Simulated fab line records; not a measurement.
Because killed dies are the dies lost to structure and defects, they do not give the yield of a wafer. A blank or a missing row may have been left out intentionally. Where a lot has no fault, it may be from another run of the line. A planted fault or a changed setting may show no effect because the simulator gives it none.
fab line records	flow sky130
record lots=6	wafers=18	lastDay=50
route steps=708 shown SONOS_ONO@171 PAD_OPEN@708
lots with no fault: from the same line, run without faults
startH: hours from the record's first day to the start of the lot's first wafer shown	waitH: hours since the lot's step before	" as in the row above	L1.1+2: several wafers, shown together as one row	- no value present, or no start provided	* or withheld: withheld	< > ~ a bound
route shown NAME@n: a module of which the file shows steps, and the number in the route of the first	usual: the fault-free wafers' mean and standard deviation	same: alike in all rows	chamber/n: place in a boat	sites: per-site readings	_std_site: standard deviation of those values	_edge_site: outer sites' mean less inner sites'	radiusMm: for every site, how far away it sits from the centre of the wafer	mask NAME#n: copy n	behind: the tool/chamber that last shaped the wafer	hold: the reason the lot was held/the length of the hold in hours/how it ended	device: transistor that didn't switch, given as n, p or np	end of line: tests run on the same wafers once the route is complete	a step without rows: its recipe alone	killed: count of dies lost to structure and defects at first sort (not the wafer's yield)	map: the dies of a wafer, with x for killed, . for not killed, _ for no die there
set.NAME: the setting that was run; set.NAME@STEP: the one run at that earlier step	model.NAME: the simulator's own value behind a step, which no gauge read
a table for each step, a row for each wafer; lots at some steps of the route
services: the hour from which a tool's chamber was out of use, counted from the record's first day as startH (under 0 if before that day), plus the number of hours and why
## steps
# step SKY_SONOS_ONO_THK_MEAS_03
# recipe reads=Si3N4_of_SONOS_ONO_CVD_02
# usual SONOS_ONO_CVD_02_THK=10.52/0.13
lot.wafer	tool	chamber	startH	waitH	SONOS_ONO_CVD_02_THK[nm]
L607.3	filmMetro-03	-	247.96	0.0	10.53
L607.5	"	-	"	"	10.51
L607.6	"	-	"	"	10.45
L611.1	filmMetro-02	-	289.00	0.0	10.64
L611.2	"	-	"	"	10.58
L611.4	"	-	"	"	10.57
L613.1	filmMetro-02	-	297.90	0.0	10.40
L613.3	"	-	"	"	10.24
L613.5	"	-	"	"	10.20
L614.1	filmMetro-01	-	306.43	0.1	10.53
L614.2	"	-	"	"	10.34
L614.6	"	-	"	"	10.38
L626.1	filmMetro-01	-	408.39	0.0	10.46
L626.2	"	-	"	"	10.55
L626.6	"	-	"	"	10.65
L628.1	filmMetro-02	-	437.00	0.0	10.65
L628.4	"	-	"	"	10.67
L628.6	"	-	"	"	10.55
# step SKY_SONOS_ONO_CVD_04
# recipe material=SiO2	precursor=SiH4/N2O	targetThkNm=5.7199	tempC=900	pressureMtorr=400
# step SKY_SONOS_ONO_THK_MEAS_05
# recipe reads=SiO2_of_SONOS_ONO_CVD_04
# usual SONOS_ONO_CVD_04_THK=5.70/0.1
lot.wafer	tool	chamber	startH	waitH	SONOS_ONO_CVD_04_THK[nm]
L607.3	filmMetro-02	-	249.27	0.0	5.69
L607.5	"	-	"	"	5.53
L607.6	"	-	"	"	5.56
L611.1	filmMetro-01	-	290.31	0.0	5.70
L611.2	"	-	"	"	5.72
L611.4	"	-	"	"	5.59
L613.1	filmMetro-03	-	299.21	0.0	5.58
L613.3	"	-	"	"	5.63
L613.5	"	-	"	"	5.60
L614.1	filmMetro-01	-	307.74	0.0	5.67
L614.2	"	-	"	"	5.73
L614.6	"	-	"	"	5.63
L626.1	filmMetro-02	-	409.70	0.0	5.79
L626.2	"	-	"	"	5.70
L626.6	"	-	"	"	5.83
L628.1	filmMetro-03	-	438.31	0.0	5.91
L628.4	"	-	"	"	5.83
L628.6	"	-	"	"	5.87
# step SKY_SONOS_ONO_DEHYDRATE_06
# recipe tempC=200	timeS=60
# step SKY_SONOS_ONO_HMDS_07
# recipe primeTimeS=60	primeTempC=120
# step SKY_SONOS_ONO_COAT_08
# recipe resist=NOVOLAK	spinRpm=3000	resistThkNm=1140
# step SKY_SONOS_ONO_SOFTBAKE_09
# recipe tempC=90	timeS=60	resist=NOVOLAK
# step SKY_SONOS_ONO_EXPOSE_10
# recipe maskId=ONOM	targetCdNm=410	na=0.6	sourceShape=conventional	sigmaOuter=0.6	doseMj=150
# step SKY_SONOS_ONO_PEB_11
# recipe tempC=withheld	timeS=*	resist=NOVOLAK
# step SKY_SONOS_ONO_DEVELOP_12
# recipe developTimeS=60	devTempC=23
# step SKY_SONOS_ONO_CD_MEAS_13
# recipe targetCdNm=410
# usual cdNm=410.0/2.4
lot.wafer	tool	chamber	startH	waitH	cdNm
L607.3	cdSem-01	-	272.51	0.1	411.5
L607.5	"	-	"	"	410.0
L607.6	"	-	"	"	410.0
L611.1	cdSem-01	-	314.99	0.1	406.3
L611.2	"	-	"	"	407.3
L611.4	"	-	"	"	406.0
L613.1	cdSem-02	-	324.67	0.1	408.5
L613.3	"	-	"	"	407.9
L613.5	"	-	"	"	409.2
L614.1	cdSem-01	-	334.29	0.1	408.9
L614.2	"	-	"	"	410.5
L614.6	"	-	"	"	409.0
L626.1	cdSem-02	-	440.14	0.1	409.1
L626.2	"	-	"	"	409.6
L626.6	"	-	"	"	411.3
L628.1	cdSem-02	-	468.59	0.1	408.2
L628.4	"	-	"	"	405.6
L628.6	"	-	"	"	407.3
# step SKY_SONOS_ONO_OVL_MEAS_14
# usual SONOS_ONO_OVL=-0.3/1.2
lot.wafer	tool	chamber	startH	waitH	SONOS_ONO_OVL[nm]
L607.3	overlay-01	-	272.61	0.1	-2.4
L607.5	"	-	"	"	-2.4
L607.6	"	-	"	"	-1.8
L611.1	overlay-02	-	315.11	0.1	1.1
L611.2	"	-	"	"	-0.7
L611.4	"	-	"	"	1.3
L613.1	overlay-01	-	324.79	0.1	-1.4
L613.3	"	-	"	"	-1.7
L613.5	"	-	"	"	-2.2
L614.1	overlay-01	-	334.41	0.1	-0.7
L614.2	"	-	"	"	-0.1
L614.6	"	-	"	"	1.1
L626.1	overlay-02	-	440.26	0.1	-1.8
L626.2	"	-	"	"	-1.3
L626.6	"	-	"	"	-1.2
L628.1	overlay-01	-	468.71	0.1	1.6
L628.4	"	-	"	"	-1.0
L628.6	"	-	"	"	-0.1
# step SKY_SONOS_ONO_ETCH_15
# recipe targetDepthNm=19.52	chemistry=CHF3/O2	sourceW=600	biasW=200	pressureMtorr=40	chf3FlowSccm=50	O2_flow_sccm=5	timeS=7.8
# usual O2_flow_sccm=4.999/0.014	biasW=200.1/0.59	drypumpMotorCurrentA=5.8/0.41	oesProductAu=0.999/0.01	throttleValvePct=8.824/0.0094
lot.wafer	tool	chamber	startH	waitH	O2_flow_sccm	biasW	drypumpMotorCurrentA	oesProductAu	rfHoursCounterH	throttleValvePct	model.NOVOLAK_of_SONOS_ONO_COAT_08.thkNm	model.SiO2_of_FIELD_ISO_CVD_24.thkNm	model.SiO2_of_NWELL_OXIDATION_01.thkNm
L607.3	rieDiel-02	0	272.63	0.0	4.983	200.0	6.3	1.005	74	8.827	1122	399	5.986
L607.5	"	0	"	"	5.011	199.8	6.3	0.997	-	8.835	1120	398.7	5.826
L607.6	"	1	"	"	5.034	200.2	6.1	0.999	-	8.831	1124	398.2	5.657
L611.1	rieDiel-04	1	315.15	0.0	5.005	200.9	5.4	1.001	106	8.827	1119	400.2	5.67
L611.2	"	0	"	"	4.994	199.5	5.4	0.994	5	8.828	1121	400.7	5.696
L611.4	"	2	"	"	4.970	199.8	5.4	0.998	-	8.807	1118	400.9	5.517
L613.1	rieDiel-02	0	324.83	0.0	-	-	-	-	-	-	1134	403.6	8.934
L613.3	"	2	"	"	-	-	-	-	-	-	1135	401.2	8.817
L613.5	"	3	"	"	-	-	-	-	-	-	1134	402.7	8.808
L614.1	rieDiel-04	2	334.45	0.0	-	-	-	-	-	-	1142	402.7	8.619
L614.2	"	0	"	"	-	-	-	-	-	-	1139	402.9	8.934
L614.6	"	2	"	"	-	-	-	-	-	-	1136	402.4	8.848
L626.1	rieDiel-03	3	440.30	0.0	5.027	200.5	5.8	1.012	4	8.829	1124	398.3	5.306
L626.2	"	2	"	"	5.000	199.6	5.6	1.015	13	8.814	1128	396.9	5.284
L626.6	"	0	"	"	4.980	200.3	5.2	1.013	-	8.829	1128	397.7	5.4
L628.1	rieDiel-03	0	468.75	0.0	5.031	200.6	5.1	1.005	6	8.834	1125	398	5.319
L628.4	"	1	"	"	5.000	199.6	5.3	0.999	14	8.811	1122	398.5	5.345
L628.6	"	2	"	"	4.971	201.1	5.6	1.014	-	8.832	1123	398.4	5.638
# step SKY_SONOS_ONO_WET_ETCH_16
# recipe chemistry=dHF	targetDepthNm=14	dry=n2Spin	target=SiO2	dilution=100:1	tempC=25	timeS=280
# step SKY_SONOS_ONO_STRIP_17
# recipe chemistry=O2/N2	powerW=1400	pressureMtorr=1500	platenTempC=withheld	o2FlowSccm=3000	n2FlowSccm=300	overashFraction=0.5
# usual drypumpMotorCurrentA=5.6/0.38	oesProductAu=0.710/0.0046	stripTimeToEndpointS=14.10/0.042
lot.wafer	tool	chamber	startH	waitH	drypumpMotorCurrentA	oesProductAu	rfHoursCounterH	stripTimeToEndpointS
L607.3	plasmaAsher-03	0	272.79	0.0	6.2	0.704	-	14.07
L607.5	"	1	"	"	5.7	0.711	-	14.07
L607.6	"	0	"	"	6.2	0.710	-	14.11
L611.1	plasmaAsher-02	1	315.25	0.0	5.9	0.713	20	14.05
L611.2	"	0	"	"	5.3	0.707	20	14.06
L611.4	"	1	"	"	5.9	0.712	-	14.03
L613.1	plasmaAsher-03	0	324.94	0.0	6.2	0.709	66	14.12
L613.3	"	1	"	"	5.8	0.719	-	14.11
L613.5	"	1	"	"	5.7	0.706	-	14.11
L614.1	plasmaAsher-02	0	334.66	0.0	5.3	0.718	21	14.20
L614.2	"	1	"	"	5.9	0.713	21	14.16
L614.6	"	1	"	"	5.9	0.710	-	14.15
L626.1	plasmaAsher-01	0	440.40	0.0	5.9	0.711	64	14.10
L626.2	"	1	"	"	5.1	0.713	64	14.15
L626.6	"	1	"	"	5.1	0.710	-	14.14
L628.1	plasmaAsher-01	0	468.86	0.0	5.9	0.707	67	14.12
L628.4	"	1	"	"	5.1	0.708	-	14.10
L628.6	"	1	"	"	5.1	0.708	-	14.09
# step SKY_SONOS_ONO_WET_ETCH_18
# recipe chemistry=H3PO4	targetDepthNm=15	target=Si3N4	tempC=160	timeS=172
# usual bathGuardTempC=160.0/0.66	bathHeatDutyPct=26/3.1
lot.wafer	tool	chamber	startH	waitH	bathGuardTempC	bathHeatDutyPct	model.SiO2_of_FIELD_ISO_CVD_24.thkNm
L607.3	wetBench-01	0	272.85	0.0	160.5	23	383.4
L607.5	"	0	"	"	160.6	24	383.2
L607.6	"	0	"	"	160.8	23	382.6
L611.1	wetBench-01	0	315.35	0.1	160.6	25	384.5
L611.2	"	0	"	"	160.8	24	384.9
L611.4	"	0	"	"	160.8	24	385.1
L613.1	wetBench-01	0	325.04	0.1	160.3	24	388
L613.3	"	0	"	"	160.5	23	385.7
L613.5	"	0	"	"	160.4	24	387.2
L614.1	wetBench-04	1	334.76	0.1	160.4	32	387.1
L614.2	"	1	"	"	160.7	33	387.2
L614.6	"	1	"	"	160.8	33	386.7
L626.1	wetBench-04	3	440.50	0.1	159.9	28	382.6
L626.2	"	3	"	"	160.0	29	381.3
L626.6	"	3	"	"	160.1	26	382.2
L628.1	wetBench-04	2	468.96	0.1	159.4	28	382.5
L628.4	"	2	"	"	159.2	30	382.9
L628.6	"	2	"	"	159.3	26	382.7
# step SKY_PAD_OPEN_PROBE_99
# usual killed_at_M0_to_M3=44/7.6	killed_at_M4_up=3.2/1.7	killedAtContacts=24/5.7	killedAtFrontEnd=16/3.9	killedAtOther=0.2/0.45	killedDies=87/9.5	killedOnRim=17/3.9	killedOpen=47/6.9	killedShort=40/5.8
# same grossDies=492	killedAtBackSide=0
lot.wafer	tool	chamber	startH	waitH	killed_at_M0_to_M3	killed_at_M4_up	killedAtContacts	killedAtFrontEnd	killedAtOther	killedDies	killedOnRim	killedOpen	killedShort
L607.3	prober-02	-	1061.82	0.2	32	1	30	10	1	74	14	38	36
L607.5	prober-02	-	1061.92	0.2	29	1	36	13	0	79	12	36	43
L607.6	prober-02	-	1061.97	0.2	52	1	25	16	0	94	24	41	53
L613.1	prober-01	-	1107.02	0.1	43	2	34	412	1	492	96	55	40
L613.3	prober-01	-	1107.12	0.2	42	1	24	425	0	492	96	47	30
L613.5	prober-01	-	1107.22	0.2	52	3	25	412	0	492	96	49	39
L614.1	prober-02	-	1112.80	0.1	55	3	26	408	0	492	96	42	62
L614.2	prober-02	-	1112.85	0.1	36	6	22	428	0	492	96	36	42
L614.6	prober-02	-	1113.05	0.2	45	5	12	430	0	492	96	43	31
L626.1	prober-02	-	1181.85	0.1	43	1	24	12	0	80	15	42	38
L626.2	prober-02	-	1181.90	0.1	37	2	26	18	0	83	14	45	38
L626.6	prober-02	-	1182.10	0.2	38	3	22	17	0	80	20	41	39
# killed by level:class
L607.3 CONTACT:geometricParticle:open=11 VIA1:geometricParticle:open=9 CONTACT:geometricParticle:short=8 LI_CONTACT:geometricParticle:open=6 VIA2:geometricParticle:short=5 VIA3:geometricParticle:open=5 POLY_GATE:geometricParticle:short=4 LOCAL_INTERCONNECT:geometricParticle:short=4
L607.5 CONTACT:geometricParticle:open=12 CONTACT:geometricParticle:short=10 LOCAL_INTERCONNECT:geometricParticle:short=7 VIA1:geometricParticle:open=6 VIA3:geometricParticle:open=6 LI_CONTACT:geometricParticle:open=5 FIELD_ISO:geometricParticle:short=4 METAL2:geometricParticle:short=4
L607.6 METAL2:geometricParticle:short=11 VIA3:geometricParticle:open=8 LOCAL_INTERCONNECT:geometricParticle:short=7 CONTACT:geometricParticle:short=7 CONTACT:geometricParticle:open=7 VIA1:geometricParticle:open=7 VIA1:geometricParticle:short=7 VIA2:geometricParticle:open=6
L613.1 SONOS_ONO:areaEtch=397 CONTACT:geometricParticle:open=17 VIA2:geometricParticle:open=9 VIA1:geometricParticle:open=9 CONTACT:geometricParticle:short=7 VIA1:geometricParticle:short=7 LI_CONTACT:geometricParticle:open=5 FIELD_ISO:geometricParticle:open=4
L613.3 SONOS_ONO:areaEtch=415 CONTACT:geometricParticle:open=13 VIA1:geometricParticle:open=9 VIA3:geometricParticle:open=9 LI_CONTACT:geometricParticle:open=6 METAL1:geometricParticle:short=6 FIELD_ISO:geometricParticle:short=4 VIA2:geometricParticle:open=4
L613.5 SONOS_ONO:areaEtch=404 VIA1:geometricParticle:open=21 CONTACT:geometricParticle:open=11 CONTACT:geometricParticle:short=7 METAL1:geometricParticle:short=6 METAL2:geometricParticle:short=6 LI_CONTACT:geometricParticle:open=4 VIA1:geometricParticle:short=4
L614.1 SONOS_ONO:areaEtch=388 VIA1:geometricParticle:open=13 VIA1:geometricParticle:short=9 POLY_GATE:geometricParticle:short=8 CONTACT:geometricParticle:short=8 METAL1:geometricParticle:short=8 LOCAL_INTERCONNECT:geometricParticle:short=7 CONTACT:geometricParticle:open=6
L614.2 SONOS_ONO:areaEtch=414 VIA2:geometricParticle:open=7 CONTACT:geometricParticle:short=6 CONTACT:geometricParticle:open=5 METAL1:geometricParticle:short=5 VIA2:geometricParticle:short=5 FIELD_ISO:geometricParticle:short=4 POLY_GATE:geometricParticle:short=4
L614.6 SONOS_ONO:areaEtch=418 VIA2:geometricParticle:open=11 VIA2:geometricParticle:short=9 LI_CONTACT:geometricParticle:open=8 VIA3:geometricParticle:open=7 VIA1:geometricParticle:open=5 METAL3:geometricParticle:short=4 METAL4:geometricParticle:short=4
L626.1 VIA1:geometricParticle:open=9 CONTACT:geometricParticle:open=8 METAL1:geometricParticle:short=8 METAL2:geometricParticle:short=6 VIA2:geometricParticle:open=6 LI_CONTACT:geometricParticle:open=5 LOCAL_INTERCONNECT:geometricParticle:short=5 POLY_GATE:geometricParticle:short=4
L626.2 CONTACT:geometricParticle:open=9 VIA1:geometricParticle:open=9 LI_CONTACT:geometricParticle:open=7 METAL1:geometricParticle:short=6 VIA3:geometricParticle:open=6 POLY_GATE:geometricParticle:short=5 POLY_GATE:geometricParticle:open=5 METAL2:geometricParticle:short=4
L626.6 METAL2:geometricParticle:short=9 CONTACT:geometricParticle:open=7 LI_CONTACT:geometricParticle:open=6 VIA3:geometricParticle:open=6 FIELD_ISO:geometricParticle:short=5 LI_CONTACT:geometricParticle:short=4 METAL1:geometricParticle:short=4 VIA1:geometricParticle:open=4
# map L613.1 (x killed, . not)
__________xxxxxxxxxx_________
________xxxxxxxxxxxxxx_______
______xxxxxxxxxxxxxxxxxx_____
_____xxxxxxxxxxxxxxxxxxxx____
____xxxxxxxxxxxxxxxxxxxxxx___
___xxxxxxxxxxxxxxxxxxxxxxxx__
__xxxxxxxxxxxxxxxxxxxxxxxxxx_
_xxxxxxxxxxxxxxxxxxxxxxxxxxxx
_xxxxxxxxxxxxxxxxxxxxxxxxxxxx
_xxxxxxxxxxxxxxxxxxxxxxxxxxxx
_xxxxxxxxxxxxxxxxxxxxxxxxxxxx
_xxxxxxxxxxxxxxxxxxxxxxxxxxxx
_xxxxxxxxxxxxxxxxxxxxxxxxxxxx
_xxxxxxxxxxxxxxxxxxxxxxxxxxxx
_xxxxxxxxxxxxxxxxxxxxxxxxxxxx
__xxxxxxxxxxxxxxxxxxxxxxxxxx_
___xxxxxxxxxxxxxxxxxxxxxxxx__
____xxxxxxxxxxxxxxxxxxxxxx___
_____xxxxxxxxxxxxxxxxxxxx____
______xxxxxxxxxxxxxxxxxx_____
________xxxxxxxxxxxxxx_______
__________xxxxxxxxxx_________
# map L614.1 (x killed, . not)
__________xxxxxxxxxx_________
________xxxxxxxxxxxxxx_______
______xxxxxxxxxxxxxxxxxx_____
_____xxxxxxxxxxxxxxxxxxxx____
____xxxxxxxxxxxxxxxxxxxxxx___
___xxxxxxxxxxxxxxxxxxxxxxxx__
__xxxxxxxxxxxxxxxxxxxxxxxxxx_
_xxxxxxxxxxxxxxxxxxxxxxxxxxxx
_xxxxxxxxxxxxxxxxxxxxxxxxxxxx
_xxxxxxxxxxxxxxxxxxxxxxxxxxxx
_xxxxxxxxxxxxxxxxxxxxxxxxxxxx
_xxxxxxxxxxxxxxxxxxxxxxxxxxxx
_xxxxxxxxxxxxxxxxxxxxxxxxxxxx
_xxxxxxxxxxxxxxxxxxxxxxxxxxxx
_xxxxxxxxxxxxxxxxxxxxxxxxxxxx
__xxxxxxxxxxxxxxxxxxxxxxxxxx_
___xxxxxxxxxxxxxxxxxxxxxxxx__
____xxxxxxxxxxxxxxxxxxxxxx___
_____xxxxxxxxxxxxxxxxxxxx____
______xxxxxxxxxxxxxxxxxx_____
________xxxxxxxxxxxxxx_______
__________xxxxxxxxxx_________
## services
tool	chamber	startH	hours	kind
plasmaAsher-01	-	253.28	0.7	repair
plasmaAsher-01	-	261.76	4.7	repair
plasmaAsher-01	-	273.06	1.7	repair
rieDiel-03	2	284.67	10.5	repair
rieDiel-03	1	305.83	15.6	repair
rieDiel-04	3	311.71	25.1	repair
plasmaAsher-03	-	311.88	2.7	repair
plasmaAsher-02	-	324.62	2.8	pm
plasmaAsher-01	-	347.42	2.8	pm
rieDiel-02	-	350.56	2.8	pm
rieDiel-03	3	364.14	8.7	repair
rieDiel-02	3	374.66	3.9	repair
rieDiel-03	2	376.04	12.3	repair
rieDiel-04	3	379.26	5.6	repair
rieDiel-03	2	391.74	4.0	repair
rieDiel-02	1	395.00	-	clean
rieDiel-02	1	395.00	11.5	scheduledDown
rieDiel-02	1	395.00	11.5	ventCycle
plasmaAsher-03	-	396.56	2.8	pm
rieDiel-03	-	399.23	0.7	repair
rieDiel-04	1	399.91	-	clean
rieDiel-02	0	411.84	6.3	repair
rieDiel-02	2	420.07	9.1	repair
rieDiel-02	3	426.77	9.7	repair
## key
firstSign step=SKY_SONOS_ONO_ETCH_15	reading=toolRecord	direction=missing
effect step=SKY_PAD_OPEN_PROBE_99	reading=killedAtFrontEnd	direction=up	sigmas=99+	usual=16	struck=419
modelEffect step=SKY_SONOS_ONO_ETCH_15	value=NOVOLAK_of_SONOS_ONO_COAT_08.thkNm	without=1121	struck=1137
modelEffect step=SKY_SONOS_ONO_WET_ETCH_18	value=SiO2_of_FIELD_ISO_CVD_24.thkNm	without=383.7	struck=387
moreKillsBornAt SKY_SONOS_ONO_ETCH_15@rieDiel-04=1220	SKY_SONOS_ONO_ETCH_15@rieDiel-02=1216
metAt SKY_SONOS_ONO_ETCH_15
struckWafers L613.1,L613.3,L613.5,L614.1,L614.2,L614.6
laterRowsLeftOut L613.1,L613.3,L613.5,L614.1,L614.2,L614.6
testerLeftOut L613,L614
onsetBetween 315.15 324.83
fault kind=skippedStepWhole	tool=rieDiel-02,rieDiel-04	chamber=-	onsetH=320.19	steps=SKY_SONOS_ONO_ETCH_15	scope=struckLotsOnly
# testerLeftOut: of these lots the tester's yield and bins aren't shown, on N5 and GAA mostly nor the transistor test; their killed dies are dies lost to structure and defects alone, not to doping, threshold or leakage, so they don't give the yield
# laterRowsLeftOut: the simulator's readings of these wafers behind a module that went badly wrong aren't trusted and aren't shown, but for the sort
